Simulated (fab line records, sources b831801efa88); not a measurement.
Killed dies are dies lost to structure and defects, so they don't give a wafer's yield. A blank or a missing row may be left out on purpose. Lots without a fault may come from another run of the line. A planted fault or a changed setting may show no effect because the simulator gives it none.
fab line records | flow sky130
record lots=6 wafers=18 last_day=50
route steps=708 shown CONTACT@418 PAD_OPEN@708
lots that met no fault: from a run of the same line without faults
start_h: hours from the record's first day to the start of the lot's first wafer shown | wait_h: hours since the lot's step before | " the same as in the row above | L1.1+2: a row that stands for several wafers | - no value, or no start given | * or withheld: withheld | < > ~ a bound
route shown NAME@n: a module of which the file shows steps, and the number in the route of the first | usual: mean/standard deviation of fault-free wafers | same: alike in all rows | chamber/n: place in a boat | sites: the reading at each site | _std_site: their standard deviation | _edge_site: outer sites' mean less inner sites' | radius_mm: how far each site lies from the wafer's centre | mask NAME#n: copy n | behind: the tool/chamber that last shaped the wafer | hold: why the lot was held/for how many hours/how that ended | device: the transistor (n, p or np) that didn't switch | end of line: the same wafers' tests at the end of the route | a step without rows: its recipe alone | killed: dies lost to structure and defects at the first sort, not the wafer's yield | map: a wafer's dies, x killed, . not, _ none there
set.NAME: the setting as run; set.NAME@STEP: as run at that earlier step | model.NAME: the simulator's own value behind a step, which no gauge read
lots at some steps of the route; a table a step, a row a wafer
services: from which hour (start_h, from the record's first day; less than 0 if before it) a tool's chamber was out of use, for how many hours, and why
## steps
# step SKY_CONTACT_PEB_12
# recipe peb_temp_c=withheld peb_time_s=withheld resist=KrF-thick
# step SKY_CONTACT_DEVELOP_13
# recipe develop_time_s=60 resist=KrF-thick dev_temp_c=21
# step SKY_CONTACT_CD_MEAS_14
# recipe target_cd_nm=170
# usual cd_nm=169.9/1.4
# columns lot.wafer tool chamber start_h wait_h cd_nm
L610.3 cd_sem-01 - 754.24 - 168.3
L610.4 " - " " 168.0
L610.6 " - " " 169.4
L612.1 cd_sem-01 - 767.12 - 173.2
L612.4 " - " " 172.1
L612.6 " - " " 173.2
L623.2 cd_sem-02 - 850.52 - 171.5
L623.3 " - " " 170.5
L623.5 " - " " 171.3
L625.1 cd_sem-01 - 861.72 - 168.3
L625.2 " - " " 167.9
L625.5 " - " " 169.7
L630.1 cd_sem-01 - 904.86 - 169.2
L630.3 " - " " 168.9
L630.6 " - " " 170.3
L631.2 cd_sem-01 - 908.34 - 171.0
L631.5 " - " " 169.5
L631.6 " - " " 170.8
# step SKY_CONTACT_OVL_MEAS_15
# usual CONTACT_OVL=2/5.8
# columns lot.wafer tool chamber start_h wait_h CONTACT_OVL[nm]
L610.3 overlay-01 - 754.33 0.1 -4
L610.4 " - " " -5
L610.6 " - " " 0
L612.1 overlay-02 - 767.24 0.1 11
L612.4 " - " " 10
L612.6 " - " " 7
L623.2 overlay-01 - 850.63 0.1 10
L623.3 " - " " 9
L623.5 " - " " 0
L625.1 overlay-02 - 861.84 0.1 -4
L625.2 " - " " -4
L625.5 " - " " -10
L630.1 overlay-02 - 904.98 0.1 1
L630.3 " - " " -4
L630.6 " - " " 1
L631.2 overlay-01 - 908.45 0.1 5
L631.5 " - " " 9
L631.6 " - " " 8
# step SKY_CONTACT_ETCH_16
# recipe chemistry=N2/H2 target=BARC ion_energy_ev=200 source_w=500 bias_w=100 pressure_mtorr=30 n2_flow_sccm=100 h2_flow_sccm=200 stop_on=SiO2 time_s=45.9 target_depth_a=600
# step SKY_CONTACT_ETCH_17
# recipe target=SiO2 chemistry=C4F8/O2/Ar stop_on=Si3N4 mask_material=KrF-thick source_w=1500 bias_w=1200 pressure_mtorr=40 c4f8_flow_sccm=withheld O2_flow_sccm=6 Ar_flow_sccm=300 time_s=withheld target_depth_a=3400
# usual oes_product_au=0.890/0.0052
# columns lot.wafer tool chamber start_h wait_h oes_product_au
L610.3 rie_diel-03 0 754.40 0.0 0.896
L610.4 " 2 " " 0.889
L610.6 " 3 " " 0.886
L612.1 rie_diel-03 3 767.32 0.0 0.895
L612.4 " 2 " " 0.888
L612.6 " 3 " " 0.887
L623.2 rie_diel-01 2 850.70 0.0 0.893
L623.3 " 1 " " 0.888
L623.5 " 2 " " 0.889
L625.1 rie_diel-01 1 861.92 0.0 0.889
L625.2 " 0 " " 0.890
L625.5 " 3 " " 0.893
L630.1 rie_diel-04 0 905.05 0.0 0.884
L630.3 " 3 " " 0.880
L630.6 " 3 " " 0.889
L631.2 rie_diel-01 3 908.52 0.0 0.895
L631.5 " 3 " " 0.895
L631.6 " 2 " " 0.892
# step SKY_CONTACT_ETCH_18
# recipe target=Si3N4 chemistry=CHF3/O2 stop_on=TiN source_w=600 bias_w=200 pressure_mtorr=40 chf3_flow_sccm=50 O2_flow_sccm=5 time_s=39 target_depth_a=750
# usual drypump_motor_current_A=5.7/0.45 oes_product_au=0.852/0.0072 throttle_valve_pct=8.792/0.0098
# columns lot.wafer tool chamber start_h wait_h drypump_motor_current_A oes_product_au rf_hours_counter_h throttle_valve_pct
L610.3 rie_diel-03 0 - - 6.2 0.859 10 8.790
L610.4 " 2 " " 6.3 0.838 37 8.781
L610.6 " 3 " " 5.2 0.863 - 8.792
L612.1 rie_diel-03 3 - - 5.2 0.846 9 8.793
L612.4 " 2 " " 6.3 0.851 38 8.788
L612.6 " 3 " " 5.2 0.848 - 8.802
L623.2 rie_diel-01 2 - - 5.5 0.848 9 8.781
L623.3 " 1 " " 5.8 0.859 1 8.798
L623.5 " 2 " " 5.5 0.861 - 8.789
L625.1 rie_diel-01 1 - - 5.7 0.859 1 8.796
L625.2 " 0 " " 5.2 0.847 19 8.804
L625.5 " 3 " " 5.5 0.860 - 8.805
L630.1 rie_diel-04 0 - - 6.3 0.849 18 8.796
L630.3 " 3 " " 5.3 0.855 19 8.801
L630.6 " 3 " " 5.4 0.863 - 8.790
L631.2 rie_diel-01 3 - - 5.5 0.856 5 8.793
L631.5 " 3 " " 5.5 0.858 - 8.800
L631.6 " 2 " " 5.4 0.851 - 8.789
# step SKY_CONTACT_STRIP_19
# recipe chemistry=O2/N2 power_w=1400 pressure_mtorr=1500 platen_temp_c=withheld o2_flow_sccm=3000 n2_flow_sccm=300 overash_fraction=0.5
# usual drypump_motor_current_A=5.4/0.31 oes_product_au=0.381/0.0049 strip_time_to_endpoint_s=3.63/0.034
# columns lot.wafer tool chamber start_h wait_h drypump_motor_current_A oes_product_au rf_hours_counter_h strip_time_to_endpoint_s
L610.3 plasma_asher-04 0 754.52 - 5.1 0.387 - 3.64
L610.4 " 1 " " 5.8 0.381 - 3.61
L610.6 " 1 " " 5.8 0.382 - 3.65
L612.1 plasma_asher-04 1 767.41 - 5.8 0.393 97 3.69
L612.4 " 0 " " 5.1 0.379 - 3.63
L612.6 " 0 " " 5.1 0.385 - 3.71
L623.2 plasma_asher-02 0 850.79 - 5.0 0.386 9 3.64
L623.3 " 0 " " 5.1 0.378 - 3.60
L623.5 " 0 " " 5.0 0.375 - 3.61
L625.1 plasma_asher-02 1 862.01 - 5.7 0.380 10 3.63
L625.2 " 0 " " 5.0 0.385 10 3.69
L625.5 " 1 " " 5.7 0.377 - 3.64
L630.1 plasma_asher-02 0 905.14 - 5.0 0.382 15 3.62
L630.3 " 1 " " 5.8 0.383 - 3.60
L630.6 " 0 " " 5.0 0.381 - 3.63
L631.2 plasma_asher-03 0 908.61 - 5.3 0.378 78 3.59
L631.5 " 0 " " 5.3 0.379 - 3.60
L631.6 " 1 " " 5.2 0.382 - 3.61
# step SKY_CONTACT_STRIP_20
# recipe chemistry=post_etch_residue_remover time_s=1200 temp_c=72.5
# step SKY_CONTACT_CLEAN_21
# recipe chemistry=IPA time_s=180 temp_c=25
# step SKY_CONTACT_CLEAN_22
# recipe chemistry=O3/DIW dry=n2_spin
# step SKY_CONTACT_SPUTTER_23
# recipe material=TiN target_thk_nm=20 chamber_pressure_pa=5 power_w=4000 time_s=80
# usual throttle_valve_pct=29.9/0.89
# columns lot.wafer tool chamber start_h wait_h throttle_valve_pct
L610.3 pvd_sputter-03 - 755.42 0.0 29.2
L610.4 " - " " 29.3
L610.6 " - " " 29.2
L612.1 pvd_sputter-01 - 768.02 0.0 30.7
L612.4 " - " " 30.9
L612.6 " - " " 31.6
L623.2 pvd_sputter-02 - 851.38 0.0 29.1
L623.3 " - " " 28.6
L623.5 " - " " 29.0
L625.1 pvd_sputter-02 - 862.60 0.0 29.1
L625.2 " - " " 28.9
L625.5 " - " " 29.1
L630.1 pvd_sputter-01 - 905.74 0.0 30.9
L630.3 " - " " 29.9
L630.6 " - " " 30.9
L631.2 pvd_sputter-01 - 909.20 0.0 29.5
L631.5 " - " " 29.6
L631.6 " - " " 31.5
# step SKY_CONTACT_CVD_24
# recipe material=W target_thk_nm=340 time_s=102.12 temp_c=400 pressure_torr=40
# usual heater_power_w=788/56
# columns lot.wafer tool chamber start_h wait_h heater_power_w
L610.3 cvd_w-02 1 755.52 0.1 743
L610.4 " 0 " " 839
L610.6 " 0 " " 856
L612.1 cvd_w-02 0 768.08 0.0 835
L612.4 " 1 " " 735
L612.6 " 1 " " 732
L623.2 cvd_w-02 0 851.45 0.0 836
L623.3 " 0 " " 846
L623.5 " 1 " " 734
L625.1 cvd_w-02 0 862.66 0.0 837
L625.2 " 1 " " 751
L625.5 " 0 " " 828
L630.1 cvd_w-01 1 905.80 0.0 848
L630.3 " 0 " " 741
L630.6 " 0 " " 740
L631.2 cvd_w-01 0 909.26 0.0 746
L631.5 " 1 " " 850
L631.6 " 0 " " 732
# step SKY_CONTACT_RS_MEAS_25
# recipe thk_meas_gauge=four-point-probe reads=W_of_CONTACT_CVD_24+TiN_of_CONTACT_SPUTTER_23
# usual CONTACT_W_RS=0.337/0.0032
# columns lot.wafer tool chamber start_h wait_h hold CONTACT_W_RS[ohm/sq]
L610.3 film_metro-02 - 755.63 0.1 - 0.336
L610.4 " - " " - 0.336
L610.6 " - " " - 0.338
L612.1 film_metro-01 - 768.19 0.1 - 0.333
L612.4 " - " " - 0.332
L612.6 " - " " - 0.337
L623.2 film_metro-02 - 851.58 0.1 await_dispo/0.2h/release 0.338
L623.3 " - " " await_dispo/0.2h/release 0.337
L623.5 " - " " await_dispo/0.2h/release 0.430
L623.2 film_metro-02 - 851.86 0.3 - 0.338
L623.3 " - " " - 0.336
L623.5 " - " " - 0.430
L625.1 film_metro-02 - 862.77 0.1 await_dispo/0.2h/release 0.334
L625.2 " - " " await_dispo/0.2h/release 0.432
L625.5 " - " " await_dispo/0.2h/release 0.335
L625.1 film_metro-02 - 863.06 0.3 - 0.334
L625.2 " - " " - 0.431
L625.5 " - " " - 0.334
L630.1 film_metro-01 - 905.91 0.1 - 0.330
L630.3 " - " " - 0.332
L630.6 " - " " - 0.335
L631.2 film_metro-01 - 909.39 0.1 - 0.338
L631.5 " - " " - 0.339
L631.6 " - " " - 0.341
# step SKY_CONTACT_THK_MEAS_26
# recipe thk_meas_gauge=xrf reads=W_of_CONTACT_CVD_24
# usual CONTACT_W_THK=343/6.6
# columns lot.wafer tool chamber start_h wait_h hold CONTACT_W_THK[nm]
L610.3 film_metro-02 - 755.73 0.1 - 346
L610.4 " - " " - 346
L610.6 " - " " - 345
L612.1 film_metro-01 - 768.31 0.1 - 353
L612.4 " - " " - 356
L612.6 " - " " - 348
L623.2 film_metro-02 - 861.90 10.0 await_dispo/0.2h/release 341
L623.3 " - " " await_dispo/0.2h/release 344
L623.5 " - " " await_dispo/0.2h/release 285
L623.2 film_metro-02 - 862.13 0.2 - 340
L623.3 " - " " - 342
L623.5 " - " " - 286
L625.1 film_metro-02 - 866.86 3.8 await_dispo/0.2h/release 342
L625.2 " - " " await_dispo/0.2h/release 282
L625.5 " - " " await_dispo/0.2h/release 341
L625.1 film_metro-02 - 867.09 0.2 - 343
L625.2 " - " " - 284
L625.5 " - " " - 345
L630.1 film_metro-01 - 906.03 0.1 - 356
L630.3 " - " " - 355
L630.6 " - " " - 354
L631.2 film_metro-01 - 909.50 0.1 - 349
L631.5 " - " " - 349
L631.6 " - " " - 348
# step SKY_CONTACT_CMP_27
# recipe stop_on=SiO2 t_overpolish_s=15 down_force_psi=3.5 platen_rpm=60 target_thk_nm=0 pad_velocity_m_s=0.94248
# usual motor_current_A=10.4/1.1 overpolish_run_s=15.000/0.0093 time_to_endpoint_s=81/3.5
# columns lot.wafer tool chamber start_h wait_h hold motor_current_A overpolish_run_s time_to_endpoint_s
L610.3 cmp-01 2 755.87 0.1 - 9.7 15.007 80
L610.4 " 3 " " - 10.7 14.995 75
L610.6 " 0 " " - 11.9 14.996 83
L612.4 cmp-02 3 768.47 0.1 - 9.5 15.022 87
L612.1 " 0 " " - 11.3 14.994 87
L612.6 " 1 " " - 11.4 14.989 83
L623.2 cmp-02 0 865.61 3.5 await_dispo/3.3h/release 12.3 15.009 80
L623.3 " 1 " " await_dispo/3.3h/release 11.8 15.017 76
L623.5 " 2 " " await_dispo/3.3h/release 8.7 14.997 75
L625.1 cmp-01 1 871.86 4.8 await_dispo/4.1h/release 10.9 15.003 85
L625.2 " 2 " " await_dispo/4.1h/release 9.6 14.996 87
L625.5 " 3 " " await_dispo/4.1h/release 10.7 15.005 79
L630.1 cmp-02 1 906.14 0.1 - 11.2 14.991 81
L630.3 " 2 " " - 8.8 15.010 80
L630.6 " 0 " " - 11.7 14.998 87
L631.2 cmp-02 0 909.70 0.2 - 12.3 15.008 85
L631.6 " 1 " " - 11.4 15.003 82
L631.5 " 2 " " - 8.8 14.995 79
# step SKY_PAD_OPEN_PROBE_99
# usual killed_at_M0_to_M3=43/6.6 killed_at_M4_up=2.9/1.6 killed_at_contacts=24/4.9 killed_at_front_end=15/4.5 killed_at_other=0.2/0.45 killed_dies=86/8.8 killed_on_rim=16/4.2 killed_open=48/6.4 killed_short=38/5.6
# same gross_dies=492 killed_at_back_side=0
# columns lot.wafer tool chamber start_h wait_h killed_at_M0_to_M3 killed_at_M4_up killed_at_contacts killed_at_front_end killed_at_other killed_dies killed_on_rim killed_open killed_short
L612.1 prober-02 - 1102.94 0.1 38 4 12 15 0 69 11 36 33
L612.4 prober-02 - 1103.09 0.2 39 4 18 17 1 79 15 41 38
L612.6 prober-02 - 1103.19 0.2 26 4 26 12 0 68 16 43 25
L623.5 prober-02 - 1162.98 0.2 43 0 26 18 1 88 19 51 37
L625.1 prober-02 - 1172.12 0.1 41 5 37 9 0 92 17 51 41
L625.2 prober-02 - 1172.17 0.1 52 1 30 14 0 97 24 55 42
L625.5 prober-02 - 1172.32 0.2 43 2 30 18 0 93 16 48 45
# killed by level:class
L612.1 VIA1:geometric_particle:open=8 FIELD_ISO:geometric_particle:open=5 CONTACT:geometric_particle:open=5 CONTACT:geometric_particle:short=4 METAL1:geometric_particle:short=4 METAL2:geometric_particle:short=4 VIA2:geometric_particle:short=4 METAL3:geometric_particle:short=4
L612.4 VIA2:geometric_particle:open=11 VIA1:geometric_particle:open=9 POLY_GATE:geometric_particle:short=6 CONTACT:geometric_particle:open=6 LOCAL_INTERCONNECT:geometric_particle:short=4 VIA3:geometric_particle:open=4 FIELD_ISO:geometric_particle:short=3 SPACER:geometric_particle:short=3
L612.6 LI_CONTACT:geometric_particle:open=10 CONTACT:geometric_particle:open=10 VIA3:geometric_particle:open=7 POLY_GATE:geometric_particle:open=5 VIA1:geometric_particle:open=5 VIA3:geometric_particle:short=3 LOCAL_INTERCONNECT:geometric_particle:short=3 CONTACT:geometric_particle:short=3
L623.5 VIA2:geometric_particle:open=14 CONTACT:geometric_particle:open=13 CONTACT:geometric_particle:short=8 FIELD_ISO:geometric_particle:short=6 VIA1:geometric_particle:open=6 VIA2:geometric_particle:short=5 VIA3:geometric_particle:open=5 METAL1:geometric_particle:short=4
L625.1 LI_CONTACT:geometric_particle:open=9 LI_CONTACT:geometric_particle:short=9 CONTACT:geometric_particle:open=9 VIA2:geometric_particle:open=9 VIA1:geometric_particle:open=7 VIA3:geometric_particle:open=7 METAL1:geometric_particle:short=6 CONTACT:geometric_particle:short=6
L625.2 CONTACT:geometric_particle:open=12 VIA3:geometric_particle:open=11 VIA1:geometric_particle:open=9 LI_CONTACT:geometric_particle:open=7 VIA2:geometric_particle:open=7 CONTACT:geometric_particle:short=6 METAL1:geometric_particle:short=6 POLY_GATE:geometric_particle:short=4
L625.5 CONTACT:geometric_particle:open=8 VIA1:geometric_particle:open=8 VIA3:geometric_particle:open=8 CONTACT:geometric_particle:short=7 VIA2:geometric_particle:open=7 LI_CONTACT:geometric_particle:open=6 METAL2:geometric_particle:short=6 FIELD_ISO:geometric_particle:short=5
## services
# columns tool chamber start_h hours kind
cmp-02 - 731.66 4.1 pm
plasma_asher-02 - 733.75 9.0 pm
pvd_sputter-01 - 746.08 0.6 repair
rie_diel-03 - 749.70 0.8 repair
plasma_asher-02 - 762.01 2.1 repair
cvd_w-02 - 766.66 0.8 repair
cvd_w-02 - 768.70 2.8 pm
cvd_w-02 - 780.79 1.3 repair
rie_diel-01 1 781.14 7.7 repair
rie_diel-01 2 789.10 4.2 repair
rie_diel-03 - 796.76 0.3 repair
cmp-02 - 805.09 4.1 repair
cmp-02 - 811.65 0.3 repair
rie_diel-03 1 818.20 15.2 repair
cmp-02 - 820.57 6.8 repair
pvd_sputter-01 - 832.34 1.9 repair
cvd_w-02 1 834.11 2.7 repair
cmp-02 - 834.81 2.2 repair
rie_diel-01 3 849.70 8.1 repair
rie_diel-03 1 855.68 4.3 repair
rie_diel-03 3 871.34 9.9 repair
cvd_w-02 - 884.86 0.3 repair
cvd_w-02 0 887.51 11.7 repair
cvd_w-02 - 904.00 14.0 pm
## key
first_sign step=SKY_CONTACT_RS_MEAS_25 reading=visit direction=added
effect step=SKY_CONTACT_RS_MEAS_25 reading=CONTACT_W_RS direction=up sigmas=29 usual=0.337 struck=0.431
effect step=SKY_CONTACT_THK_MEAS_26 reading=visit direction=added
effect step=SKY_CONTACT_THK_MEAS_26 reading=CONTACT_W_THK direction=down sigmas=9.2 usual=343 struck=283
met_at SKY_CONTACT_CVD_24
struck_wafers L623.5,L625.2
tester_left_out L623,L625
onset_between 768.08 851.45
fault kind=site_profile_drift tool=cvd_w-02 chamber=1 onset_h=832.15 steps=SKY_CONTACT_CVD_24 basis=fraction max_abs_drift=0.37128 slope_share_per_hr=82.507 site_pattern=0,0,0,0,0,-1,-1,-1,-1
# tester_left_out: of these lots the tester's yield and bins aren't shown, on N5 and GAA mostly nor the transistor test; their killed dies are dies lost to structure and defects alone, not to doping, threshold or leakage, so they don't give the yield
